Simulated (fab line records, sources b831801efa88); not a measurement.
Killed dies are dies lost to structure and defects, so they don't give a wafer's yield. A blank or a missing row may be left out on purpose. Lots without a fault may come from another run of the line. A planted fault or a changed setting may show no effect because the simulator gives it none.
Problem report in the 8D (eight disciplines) form, filled by code | flow gf180mcu | the parts of the form that need people (team, actions taken, sign-off) are left out

1. THE PROBLEM
run_length_s at GF_M1_SOFTBAKE_10 reads a mean of 96.74 s on 6 wafers of 2 lots; wafers without a fault read 89.17 s with a standard deviation of 0.26. That is +29 standard deviations from the usual mean.
The step: time 60 s.
First seen on wafer L540.1, day 18 04:19, on litho_track-02. The record holds 42 wafers of 14 lots with a number at this step. Rule for "out", or "out of limits": more than 4 standard deviations from the usual mean. The other wafers with a number count as sound.

2. WHAT IT IS AND WHAT IT IS NOT
question                    | is                     | is not
which readings at this step | run_length_s           | chill_plate_temp_C
which lots                  | L540, L541             | L536, L538, L539, L542, L545, L550, L551, L554, L555, L556, L557, L559
which wafers of those lots  | all that have a number | -
read on which tools         | litho_track-02         | litho_track-01, litho_track-03
when                        | from day 18 04:19      | up to then (9 sound wafers); but 27 sound wafers of L542, L545, L550, L551, L554, L555, L556, L557, L559 came after

3. SUSPECTS, AND WHAT RULES EACH OUT
Counting: a tool at a process step up to the reading stays a suspect if it ran every lot that is out and no sound lot after the first of them.
- litho_track-02 at GF_M1_SOFTBAKE_10 (time 60 s): ruled out as a lasting fault. Sound lots L550, L554, L555, L559 ran on it after its first lot that is out, L540 (day 18 04:19).
Left after counting: nothing in the record.

4. THE CAUSE (what the simulator had put in)
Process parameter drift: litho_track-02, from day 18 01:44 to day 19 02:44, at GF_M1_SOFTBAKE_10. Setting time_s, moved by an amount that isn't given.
Counting ruled it out, wrongly.

5. THE CHAIN OF EFFECTS, in route order
Each row: a reading whose mean over the struck wafers that have a number lies more than 3 standard deviations from the usual. Only readings for which the record gives a usual standard deviation are gone through. hours: the time from each lot's start at the first step in this table that gives one to its start at this step, as a median over the lots. sigmas: the change in usual standard deviations.
hours | step              | reading      | usual   | on struck wafers | change | sigmas
0     | GF_M1_SOFTBAKE_10 | run_length_s | 89.17 s | 96.74            | +7.57  | +29
The process steps in it:
- GF_M1_SOFTBAKE_10: time 60 s.
Later measuring or inspecting steps at which every struck wafer that the step has a row for has a number for every such reading, and none has moved that far: GF_M3_CD_MEAS_14, GF_V3_THK_MEAS_01.

6. WHAT WOULD HAVE CAUGHT IT SOONER
In this record the first reading out of limits was taken at day 18 04:19, 3 hours after the fault began at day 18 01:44.
